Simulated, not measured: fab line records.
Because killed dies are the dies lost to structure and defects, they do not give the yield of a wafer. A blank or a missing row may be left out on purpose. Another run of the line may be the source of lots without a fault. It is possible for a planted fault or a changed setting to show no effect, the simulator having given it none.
2 desks, one fault	flow gf180mcu	numbers are kept per desk, each desk with only its own; the story behind them comes last

THE TOOL OWNER'S DESK: cmp-02
The tool's own readings at GF_CONTACT_CMP_27 (polishes, stops on SiO2, t overpolish 15 s, target thk 0 nm): means of the sampled wafers that have a number, for each lot that ran on this tool. Marked OUT: a lot whose mean sits more than 4 standard deviations from the usual mean, which makes it out of limits; the brackets give that distance.
Columns: A = motor-current-A at GF_CONTACT_CMP_27, usual 10.5 A; B = overpolish-run-s at GF_CONTACT_CMP_27, usual 15.001 s; C = time-to-endpoint-s at GF_CONTACT_CMP_27, usual 73 s
lot	first seen here	A	B	C
L930	day 17 20:39	11.7	14.995	72
L933	day 19 00:00	10.5	10.008 (-99 or more) OUT	88
L934	day 19 09:46	11.3	5.025 (-99 or more) OUT	99 (+6.2) OUT
L944	day 23 13:24	11.2	15.010	80
L945	day 23 16:02	11.1	14.999	77
This desk finds L933, L934 out of limits, L933 being first, at day 19 00:00 (overpolish-run-s at GF_CONTACT_CMP_27). L930, L944, L945 stayed within limits.

THE METROLOGY DESK
Lot by lot, what the gauges showed, no matter which tool ran the lot: averages of those sampled wafers that carry a number. Marked OUT: a lot whose mean sits more than 4 standard deviations from the usual mean, which makes it out of limits; the brackets give that distance.
Columns: A = CONTACT_OVL at GF_CONTACT_OVL_MEAS_15, usual -4 nm; B = CONTACT_W_RS at GF_CONTACT_RS_MEAS_25, usual 0.380 ohm/sq; C = CONTACT_W_THK at GF_CONTACT_THK_MEAS_26, usual 313 nm
lot	first seen here	A	B	C
L930	day 17 19:46	-1	0.376	319
L933	day 18 23:05	0	0.385	310
L934	day 19 08:50	2	0.388	308
L944	day 23 12:28	-13	0.372	317
L945	day 23 15:04	-9	0.369	320
L948	day 24 08:34	-4	0.383	311
Finding of this desk: none of the 6 lots has anything out of limits.

PUT TOGETHER
On L933, L934, at day 19 00:00, an alarm was possible from the tool owner's desk.
Nothing out of limits was seen by the metrology desk.
The metrology desk has L933, L934 on record, within its limits.
Every lot named ran GF_CONTACT_CMP_27 on cmp-02.

WHAT THE SIMULATOR PUT IN
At GF_CONTACT_CMP_27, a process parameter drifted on cmp-02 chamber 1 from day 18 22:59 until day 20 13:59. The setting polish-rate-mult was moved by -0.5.
Shown lots that were struck: L933, L934.
How many hours passed from the start of the fault until each desk's first out-of-limits reading: the tool owner's desk, 1.
